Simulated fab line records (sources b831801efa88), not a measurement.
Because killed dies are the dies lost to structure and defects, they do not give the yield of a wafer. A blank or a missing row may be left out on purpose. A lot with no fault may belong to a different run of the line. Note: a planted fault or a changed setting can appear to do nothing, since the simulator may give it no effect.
Which tool is to blame? / flow gf180mcu / 13 lots, 39 wafers sampled, at 4 steps of a route of 602

WHAT THE GAUGES READ, wafer by wafer
GF_M3_THK_MEAS_06: measures by xrf. Usual: M3_ALCU_THK 451 nm, standard deviation 4.5.
lot=L980; measured=day 20 13:02; on=film metro-04; M3_ALCU_THK (nm)=451 455 461; flag=
lot=L984; measured=day 21 20:11; on=film metro-01; M3_ALCU_THK (nm)=460 452 456; flag=
lot=L985; measured=day 22 02:26; on=film metro-01; M3_ALCU_THK (nm)=456 454 453; flag=
lot=L987; measured=day 22 20:07; on=film metro-03; M3_ALCU_THK (nm)=454 450 449; flag=
lot=L986; measured=day 22 22:54; on=film metro-03; M3_ALCU_THK (nm)=457 457 453; flag=
lot=L988; measured=day 23 01:23; on=film metro-03; M3_ALCU_THK (nm)=442 447 447; flag=
lot=L996; measured=day 25 18:28; on=film metro-03; M3_ALCU_THK (nm)=456 455 456; flag=
lot=L998; measured=day 26 13:47; on=film metro-03; M3_ALCU_THK (nm)=458 453 448; flag=
lot=L999; measured=day 26 21:15; on=film metro-01; M3_ALCU_THK (nm)=445 452 448; flag=
lot=L100; measured=day 27 00:30; on=film metro-04; M3_ALCU_THK (nm)=453 452 454; flag=
lot=L101; measured=day 27 08:57; on=film metro-01; M3_ALCU_THK (nm)=455 456 456; flag=
lot=L102; measured=day 27 16:32; on=film metro-01; M3_ALCU_THK (nm)=450 452 456; flag=
lot=L103; measured=day 28 07:04; on=film metro-01; M3_ALCU_THK (nm)=450 446 449; flag=

GF_M4_CD_MEAS_14 targets a cd of 280 nm. Usual: 279.9 nm for cd nm, sd 1.3.
lot=L980; measured=day 23 14:44; on=cd sem-01; cd nm (nm)=279.5 280.0 280.0; flag=
lot=L984; measured=day 24 18:35; on=cd sem-02; cd nm (nm)=280.5 279.3 279.7; flag=
lot=L985; measured=day 25 00:47; on=cd sem-02; cd nm (nm)=279.4 280.1 279.8; flag=
lot=L987; measured=day 25 16:53; on=cd sem-01; cd nm (nm)=280.3 278.7 279.2; flag=
lot=L986; measured=day 25 19:31; on=cd sem-01; cd nm (nm)=279.1 278.1 279.0; flag=
lot=L988; measured=day 25 22:11; on=cd sem-02; cd nm (nm)=277.7 278.6 278.9; flag=
lot=L996; measured=day 28 10:14; on=cd sem-02; cd nm (nm)=279.6 281.0 281.0; flag=
lot=L998; measured=day 29 04:02; on=cd sem-02; cd nm (nm)=277.7 279.4 279.1; flag=
lot=L999; measured=day 29 11:26; on=cd sem-02; cd nm (nm)=279.0 278.5 278.4; flag=
lot=L100; measured=day 29 16:07; on=cd sem-01; cd nm (nm)=280.8 280.6 280.7; flag=
lot=L101; measured=day 29 22:37; on=cd sem-01; cd nm (nm)=281.7 282.1 282.6; flag=
lot=L102; measured=day 30 04:41; on=cd sem-01; cd nm (nm)=279.1 279.4 279.5; flag=
lot=L103; measured=day 30 19:25; on=cd sem-02; cd nm (nm)=278.1 279.1 279.2; flag=

WHICH TOOL RAN EACH LOT (tool, then ch and the chambers of the sampled wafers, then the start)
lot=L980; GF_M3_SPUTTER_04=pvd sputter-04, day 20 12:52; GF_M4_SPUTTER_03=pvd sputter-03, day 22 15:40
lot=L984; GF_M3_SPUTTER_04=pvd sputter-04, day 21 20:02; GF_M4_SPUTTER_03=pvd sputter-04, day 23 20:18
lot=L985; GF_M3_SPUTTER_04=pvd sputter-04, day 22 02:16; GF_M4_SPUTTER_03=pvd sputter-02, day 24 03:03
lot=L987; GF_M3_SPUTTER_04=pvd sputter-02, day 22 19:58; GF_M4_SPUTTER_03=pvd sputter-04, day 24 19:36
lot=L986; GF_M3_SPUTTER_04=pvd sputter-04, day 22 22:44; GF_M4_SPUTTER_03=pvd sputter-02, day 24 22:24
lot=L988; GF_M3_SPUTTER_04=pvd sputter-02, day 23 01:13; GF_M4_SPUTTER_03=pvd sputter-02, day 25 00:53
lot=L996; GF_M3_SPUTTER_04=pvd sputter-04, day 25 18:18; GF_M4_SPUTTER_03=pvd sputter-02, day 27 14:13
lot=L998; GF_M3_SPUTTER_04=pvd sputter-04, day 26 13:37; GF_M4_SPUTTER_03=pvd sputter-02, day 28 08:40
lot=L999; GF_M3_SPUTTER_04=pvd sputter-04, day 26 21:04; GF_M4_SPUTTER_03=pvd sputter-03, day 28 16:07
lot=L100; GF_M3_SPUTTER_04=pvd sputter-04, day 27 00:20; GF_M4_SPUTTER_03=pvd sputter-04, day 28 21:20
lot=L101; GF_M3_SPUTTER_04=pvd sputter-02, day 27 08:45; GF_M4_SPUTTER_03=pvd sputter-04, day 29 03:53
lot=L102; GF_M3_SPUTTER_04=pvd sputter-04, day 27 16:22; GF_M4_SPUTTER_03=pvd sputter-04, day 29 10:04
lot=L103; GF_M3_SPUTTER_04=pvd sputter-04, day 28 06:55; GF_M4_SPUTTER_03=pvd sputter-03, day 30 00:52
- GF_M3_SPUTTER_04: material TiN, target thk 50 nm, time 41.7 s.
- GF_M4_SPUTTER_03: material Ti, target thk 10 nm, time 6.7 s.

AS READ BY THE TOOLS THEMSELVES (means over the sampled wafers that have a number; for cases with no such wafer, the mark the record gives instead)
GF_M3_SPUTTER_04. Usual: cathode dc power W 6500.1 W, standard deviation 1.2; chamber pressure pa 0.4000 Pa, standard deviation 0.00075; throttle valve pct 30.0 %, standard deviation 1.2.
lot=L980; tool=pvd sputter-04; cathode dc power W (W)=6498.5; chamber pressure pa (Pa)=0.3990; throttle valve pct (%)=30.6; flag=
lot=L984; tool=pvd sputter-04; cathode dc power W (W)=6499.6; chamber pressure pa (Pa)=0.3992; throttle valve pct (%)=29.9; flag=
lot=L985; tool=pvd sputter-04; cathode dc power W (W)=6500.8; chamber pressure pa (Pa)=0.3999; throttle valve pct (%)=30.0; flag=
lot=L987; tool=pvd sputter-02; cathode dc power W (W)=6500.8; chamber pressure pa (Pa)=0.3998; throttle valve pct (%)=29.4; flag=
lot=L986; tool=pvd sputter-04; cathode dc power W (W)=6500.0; chamber pressure pa (Pa)=0.4001; throttle valve pct (%)=30.1; flag=
lot=L988; tool=pvd sputter-02; cathode dc power W (W)=6499.6; chamber pressure pa (Pa)=0.4002; throttle valve pct (%)=29.6; flag=
lot=L996; tool=pvd sputter-04; cathode dc power W (W)=6500.3; chamber pressure pa (Pa)=0.4002; throttle valve pct (%)=31.3; flag=
lot=L998; tool=pvd sputter-04; cathode dc power W (W)=6500.7; chamber pressure pa (Pa)=0.3991; throttle valve pct (%)=30.6; flag=
lot=L999; tool=pvd sputter-04; cathode dc power W (W)=6499.9; chamber pressure pa (Pa)=0.4002; throttle valve pct (%)=31.3; flag=
lot=L100; tool=pvd sputter-04; cathode dc power W (W)=6500.1; chamber pressure pa (Pa)=0.3993; throttle valve pct (%)=30.3; flag=
lot=L101; tool=pvd sputter-02; cathode dc power W (W)=6499.7; chamber pressure pa (Pa)=0.4000; throttle valve pct (%)=29.8; flag=
lot=L102; tool=pvd sputter-04; cathode dc power W (W)=6498.9; chamber pressure pa (Pa)=0.4002; throttle valve pct (%)=31.5; flag=
lot=L103; tool=pvd sputter-04; cathode dc power W (W)=6500.3; chamber pressure pa (Pa)=0.3998; throttle valve pct (%)=30.5; flag=

GF_M4_SPUTTER_03. Usual: cathode dc power W 3000.0 W, standard deviation 0.55; chamber pressure pa 0.3000 Pa, standard deviation 0.00054; throttle valve pct 30.1 %, standard deviation 1.
lot=L980; tool=pvd sputter-03; cathode dc power W (W)=2999.8; chamber pressure pa (Pa)=0.3001; throttle valve pct (%)=30.3; flag=
lot=L984; tool=pvd sputter-04; cathode dc power W (W)=3000.5; chamber pressure pa (Pa)=0.2999; throttle valve pct (%)=29.7; flag=
lot=L985; tool=pvd sputter-02; cathode dc power W (W)=3000.4; chamber pressure pa (Pa)=0.3001; throttle valve pct (%)=29.8; flag=
lot=L987; tool=pvd sputter-04; cathode dc power W (W)=3000.3; chamber pressure pa (Pa)=0.3002; throttle valve pct (%)=30.2; flag=
lot=L986; tool=pvd sputter-02; cathode dc power W (W)=-; chamber pressure pa (Pa)=-; throttle valve pct (%)=-; flag=OFF
lot=L988; tool=pvd sputter-02; cathode dc power W (W)=-; chamber pressure pa (Pa)=-; throttle valve pct (%)=-; flag=OFF
lot=L996; tool=pvd sputter-02; cathode dc power W (W)=2999.9; chamber pressure pa (Pa)=0.3001; throttle valve pct (%)=29.3; flag=
lot=L998; tool=pvd sputter-02; cathode dc power W (W)=3000.1; chamber pressure pa (Pa)=0.3001; throttle valve pct (%)=28.6; flag=
lot=L999; tool=pvd sputter-03; cathode dc power W (W)=3000.1; chamber pressure pa (Pa)=0.3003; throttle valve pct (%)=30.7; flag=
lot=L100; tool=pvd sputter-04; cathode dc power W (W)=2999.4; chamber pressure pa (Pa)=0.3001; throttle valve pct (%)=30.8; flag=
lot=L101; tool=pvd sputter-04; cathode dc power W (W)=2999.9; chamber pressure pa (Pa)=0.3003; throttle valve pct (%)=30.0; flag=
lot=L102; tool=pvd sputter-04; cathode dc power W (W)=3000.3; chamber pressure pa (Pa)=0.2994; throttle valve pct (%)=30.3; flag=
lot=L103; tool=pvd sputter-03; cathode dc power W (W)=3000.7; chamber pressure pa (Pa)=0.2999; throttle valve pct (%)=29.8; flag=

THE ANSWER, worked out from the rows above alone
Rule: a lot counts as off when the mean over its wafers that have a number is more than 3 standard deviations away from the usual mean. Also off: a lot with no number at a reading for which 4 or more lots have one. All remaining lots with rows at the step are treated as sound. Order of review: gauges by route order, followed by the tools' own readings, for which a lot's mean as printed above is used. At the first step where some lot is off, the reading lying furthest off is the one used; lots without a number count as furthest.
Off: L986, L988 (GF_M4_SPUTTER_03, cathode dc power W). Without a number there: L986, L988.
If a tool, at that step or one of the process steps before it, ran each lot that is off and ran no sound lot following the first of them, it fits. Not one of the candidates tried fits.

WHAT WAS PUT IN BY THE SIMULATOR
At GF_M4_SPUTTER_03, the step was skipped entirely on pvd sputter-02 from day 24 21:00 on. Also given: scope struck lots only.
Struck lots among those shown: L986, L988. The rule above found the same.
